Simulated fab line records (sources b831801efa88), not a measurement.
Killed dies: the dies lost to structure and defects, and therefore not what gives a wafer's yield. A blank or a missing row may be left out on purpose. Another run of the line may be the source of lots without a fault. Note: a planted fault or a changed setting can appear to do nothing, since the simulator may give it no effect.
Which tool was responsible? | flow sky130 | 33 wafers from 11 lots sampled at 5 of the route's 708 steps

WHAT THE GAUGES READ, wafer by wafer
SKY_LOCAL_INTERCONNECT_CD_MEAS_11: the cd target is 170 nm.
lot  | measured     | on        | cd-nm (nm)
L658 | day 30 17:59 | cd-sem-01 | 169.8 170.0 169.8
L659 | day 31 04:48 | cd-sem-01 | 168.1 167.3 169.2
L660 | day 31 11:28 | cd-sem-01 | 171.1 172.0 172.1
L661 | day 32 05:25 | cd-sem-01 | 169.8 168.8 169.5
L662 | day 32 05:46 | cd-sem-02 | 168.4 168.1 167.8
L664 | day 33 06:52 | cd-sem-02 | 172.6 173.1 171.5
L666 | day 34 09:39 | cd-sem-01 | 168.9 170.5 169.2
L670 | day 34 22:24 | cd-sem-01 | 168.0 167.9 168.8
L671 | day 35 11:08 | cd-sem-02 | 168.2 168.4 168.7
L675 | day 36 10:43 | cd-sem-02 | 172.0 170.6 171.9
L680 | day 38 02:04 | cd-sem-01 | 172.6 169.8 170.9

SKY_CONTACT_OVL_MEAS_15.
lot  | measured     | on         | CONTACT_OVL (nm)
L658 | day 31 23:19 | overlay-01 | -5 -5 -7
L659 | day 32 09:28 | overlay-02 | 0 -5 2
L660 | day 32 17:16 | overlay-02 | 0 -2 5
L661 | day 33 10:25 | overlay-02 | -5 -5 1
L662 | day 33 10:56 | overlay-01 | -6 -1 -5
L664 | day 34 11:26 | overlay-02 | 71 60 75
L666 | day 35 13:55 | overlay-01 | 65 69 65
L670 | day 36 02:31 | overlay-01 | 0 -6 -5
L671 | day 36 15:06 | overlay-02 | 72 73 68
L675 | day 37 14:22 | overlay-02 | 4 2 1
L680 | day 39 05:50 | overlay-02 | 1 -4 -4

SKY_CONTACT_RS_MEAS_25: measures by four-point-probe.
lot  | measured     | on            | CONTACT_W_RS (ohm/sq)
L658 | day 32 00:43 | film-metro-01 | 0.335 0.335 0.337
L659 | day 32 10:29 | film-metro-01 | 0.344 0.343 0.343
L660 | day 32 18:11 | film-metro-01 | 0.338 0.347 0.341
L661 | day 33 11:25 | film-metro-01 | 0.343 0.340 0.340
L662 | day 33 11:55 | film-metro-02 | 0.339 0.337 0.340
L664 | day 34 12:23 | film-metro-02 | 0.339 0.341 0.340
L666 | day 35 14:53 | film-metro-01 | 0.343 0.335 0.340
L670 | day 36 03:29 | film-metro-04 | 0.350 0.346 0.351
L671 | day 36 16:10 | film-metro-02 | 0.344 0.348 0.344
L675 | day 37 15:18 | film-metro-01 | 0.337 0.342 0.345
L680 | day 39 06:51 | film-metro-01 | 0.340 0.345 0.346

WHICH TOOL RAN EACH LOT (tool, then ch and the chambers of the sampled wafers, then the start)
lot  | SKY_LOCAL_INTERCONNECT_STRIP_15      | SKY_CONTACT_EXPOSE_11
L658 | plasma-asher-01 ch 0,1, day 30 18:14 | krf-scanner-01 ch 0, day 31 09:26
L659 | plasma-asher-03 ch 0,1, day 31 05:04 | krf-scanner-01 ch 0, day 31 19:45
L660 | plasma-asher-01 ch 0,1, day 31 11:44 | krf-scanner-01 ch 0, day 32 02:59
L661 | plasma-asher-02 ch 0, day 32 05:40   | krf-scanner-02 ch 0, day 32 21:01
L662 | plasma-asher-03 ch 0,1, day 32 06:01 | krf-scanner-01 ch 0, day 32 21:35
L664 | plasma-asher-03 ch 0,1, day 33 07:08 | krf-scanner-01 ch 0, day 33 21:55
L666 | plasma-asher-02 ch 0,1, day 34 09:55 | krf-scanner-01 ch 0, day 35 00:28
L670 | plasma-asher-01 ch 1, day 34 22:40   | krf-scanner-02 ch 0, day 35 13:19
L671 | plasma-asher-03 ch 1, day 35 11:30   | krf-scanner-01 ch 0, day 36 02:11
L675 | plasma-asher-01 ch 0,1, day 36 10:59 | krf-scanner-02 ch 0, day 37 01:37
L680 | plasma-asher-03 ch 0,1, day 38 02:19 | krf-scanner-02 ch 0, day 38 16:32
- SKY_LOCAL_INTERCONNECT_STRIP_15: strips in O2/N2.
- SKY_CONTACT_EXPOSE_11: exposes mask CTM1, target cd 170 nm.

AS READ BY THE TOOLS THEMSELVES (means over the sampled wafers that have a number; for cases with no such wafer, the mark the record gives instead)
SKY_LOCAL_INTERCONNECT_STRIP_15.
lot  | tool            | drypump-motor-current-A (A) | oes-product-au (a.u.) | strip-time-to-endpoint-s (s)
L658 | plasma-asher-01 | 5.8                         | 0.424                 | 4.713
L659 | plasma-asher-03 | 6.0                         | 0.428                 | 4.746
L660 | plasma-asher-01 | 5.8                         | 0.428                 | 4.738
L661 | plasma-asher-02 | 5.1                         | 0.428                 | 4.721
L662 | plasma-asher-03 | 5.9                         | 0.429                 | 4.740
L664 | plasma-asher-03 | 5.9                         | 0.419                 | 4.723
L666 | plasma-asher-02 | 5.4                         | 0.426                 | 4.719
L670 | plasma-asher-01 | 5.5                         | 0.425                 | 4.761
L671 | plasma-asher-03 | 5.8                         | 0.427                 | 4.742
L675 | plasma-asher-01 | 5.7                         | 0.426                 | 4.717
L680 | plasma-asher-03 | 6.0                         | 0.427                 | 4.740

SKY_CONTACT_EXPOSE_11.
lot  | tool           | stage-vel-mm-s (mm/s)
L658 | krf-scanner-01 | 499.80
L659 | krf-scanner-01 | 500.11
L660 | krf-scanner-01 | 499.66
L661 | krf-scanner-02 | 500.06
L662 | krf-scanner-01 | 500.06
L664 | krf-scanner-01 | 499.96
L666 | krf-scanner-01 | 499.84
L670 | krf-scanner-02 | 500.03
L671 | krf-scanner-01 | 500.02
L675 | krf-scanner-02 | 499.97
L680 | krf-scanner-02 | 500.18

THE ANSWER, worked out from the rows above alone
Rule: the usual values come from the lots themselves. The widest of any qualifying gaps counts: lots, ordered by their means at a reading, are off when they make up no more than a third of the lots, leave a main group of 4 or more, and stand apart from it by 3 or more times the standard deviation of that group's means. If all means in a main group match to the digits the tables above print for the reading, that group is not used. Also off: a lot with no number at a reading for which 4 or more lots have one. All remaining lots with rows at the step are treated as sound. First the gauges in route order, then the tools' own readings, where a lot's mean is used as printed above. The first step at which some lot is off is used, and at that step the reading that is off furthest; a lot without a number counts as furthest.
Off: L664, L666, L671, seen at SKY_CONTACT_OVL_MEAS_15 (CONTACT_OVL). Main group: mean -2 nm, sd 2.5.
A tool fits if, at a process step before that reading, it ran every lot that is off, and no sound lot after the first of them. Gauges at SKY_CONTACT_OVL_MEAS_15: tried the same way as those tools. One fits: SKY_CONTACT_EXPOSE_11 on krf-scanner-01. A fault onset in the window from L662 (day 32 21:35, its last sound lot) to L664 (day 33 21:55, its first lot off) fits.

WHAT HAD BEEN PUT IN BY THE SIMULATOR
Scanner matching overlay: krf-scanner-01, from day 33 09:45 on, at SKY_CONTACT_EXPOSE_11. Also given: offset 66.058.
Lots struck among those shown: L664, L666, L671. The rule above reached the same finding.
